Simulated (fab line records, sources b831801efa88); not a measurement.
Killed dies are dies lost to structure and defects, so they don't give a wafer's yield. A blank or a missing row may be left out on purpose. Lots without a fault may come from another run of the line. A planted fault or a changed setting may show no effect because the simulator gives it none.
Split-lot experiment | flow sfq_line | 5 lots, 15 wafers read, on a route of 325 steps

THE SPLIT
At SFQ_TRILAYER_R5_LITHO_COAT_136 (resist thk 600 nm), the setting resist_thk_nm was moved away from the recipe's 600 nm on 4 of the 15 wafers read, by -4.5% to +3.4%. The other wafers ran this setting at the recipe's value.

The file shows no step between the split and the reading.

THE READING
KrF_of_TRILAYER_R5_LITHO_COAT_136.thk_nm (the simulator's own value, which no gauge read), in nm, at SFQ_TRILAYER_R5_BARC_OPEN_METAL_ETCH_177 (etches BARC in O2, target depth 125 nm, time 41.7 s). The file gives no usual value for it. The 11 wafers here that ran the recipe average 524.7 nm, standard deviation 3.8 nm.

wafer  | tool, chamber at the split | resist_thk_nm as run, nm | against the recipe | KrF_of_TRILAYER_R5_LITHO_COAT_136.thk_nm, nm | against lot-mates on the recipe
L075.1 | litho_track-04, 0          | 600                      | recipe             | 532.4                                        | -
L075.3 | litho_track-04, 0          | 600                      | recipe             | 529.9                                        | -
L077.4 | litho_track-01, 0          | 600                      | recipe             | 523.3                                        | -
L077.5 | litho_track-01, 0          | 600                      | recipe             | 523.5                                        | -
L077.6 | litho_track-01, 0          | 600                      | recipe             | 524.2                                        | -
L079.2 | litho_track-04, 0          | 600                      | recipe             | 525.8                                        | -
L079.4 | litho_track-04, 0          | 600                      | recipe             | 525.3                                        | -
L079.5 | litho_track-04, 0          | 600                      | recipe             | 526                                          | -
L083.3 | litho_track-02, 0          | 600                      | recipe             | 519.7                                        | -
L083.6 | litho_track-02, 0          | 620.2                    | +3.4%              | 543.5                                        | +23.8
L084.1 | litho_track-04, 0          | 572.8                    | -4.5%              | 496                                          | -24.9
L084.2 | litho_track-04, 0          | 600                      | recipe             | 518.7                                        | -
L084.3 | litho_track-04, 0          | 572.8                    | -4.5%              | 491.5                                        | -29.4
L084.4 | litho_track-04, 0          | 572.8                    | -4.5%              | 491.7                                        | -29.2
L084.5 | litho_track-04, 0          | 600                      | recipe             | 523                                          | -

THE FIT
A straight line over all 15 wafers: KrF_of_TRILAYER_R5_LITHO_COAT_136.thk_nm changes by +6.69 nm for each +1% of resist_thk_nm; r = +0.97; the points scatter about the line by 3.8 nm.
The same after taking each lot's own level away (the mean of its wafers on the recipe; 15 wafers): +6.32 nm for each +1%; r = +0.99; scatter 1.6 nm.
On that fit, the largest move of resist_thk_nm shifts the reading by 29 nm.
The lots' own levels span 519.70 to 531.15 nm, that is 3.0 times the standard deviation above.
So the lot-to-lot level changes the slope little: the two slopes agree.
Check: with one of the wafers moved furthest among these (-4.5%) left out of the fit, the line predicts -29.7 nm for it against its lot-mates. It came out at -24.9 nm against them.

OTHER SPLITS ON THESE WAFERS
These wafers also went through other splits before the reading. Each is held against what the fit with the lots' levels taken away leaves over:
other split on the same wafers                   | wafers away from the commonest value | r with KrF_of_TRILAYER_R5_LITHO_COAT_136.thk_nm (lot level and that fit taken away)
SFQ_TRILAYER_I4_VIA_LITHO_COAT_103 resist_thk_nm | 4                                    | -0.02
SFQ_TRILAYER_JJ_CE_LITHO_COAT_119 spin_rpm       | 6                                    | +0.35
SFQ_TRILAYER_M5_LITHO_COAT_123 spin_rpm          | 3                                    | +0.10
SFQ_TRILAYER_R5_DEP_SPUTTER_132 power_w          | 0                                    | -

THE WHOLE CHAIN: every reading that the file lists as answering this split, in the file's order
step                                     | what it does                                        | reading                                                                                   | change (the file's fit)              | r (the file's)
SFQ_TRILAYER_R5_LITHO_COAT_136           | resist thk 600 nm                                   | KrF_of_TRILAYER_R5_LITHO_COAT_136.thk_nm (the simulator's own value, which no gauge read) | +6.11 nm for each +1% of the setting | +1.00
SFQ_TRILAYER_R5_BARC_OPEN_METAL_ETCH_177 | etches BARC in O2, target depth 125 nm, time 41.7 s | KrF_of_TRILAYER_R5_LITHO_COAT_136.thk_nm (the simulator's own value, which no gauge read) | +6.31 nm for each +1% of the setting | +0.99

THE FILE'S OWN FIT
KrF_of_TRILAYER_R5_LITHO_COAT_136.thk_nm changes by +6.31 nm for each +1% of resist_thk_nm, r = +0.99.
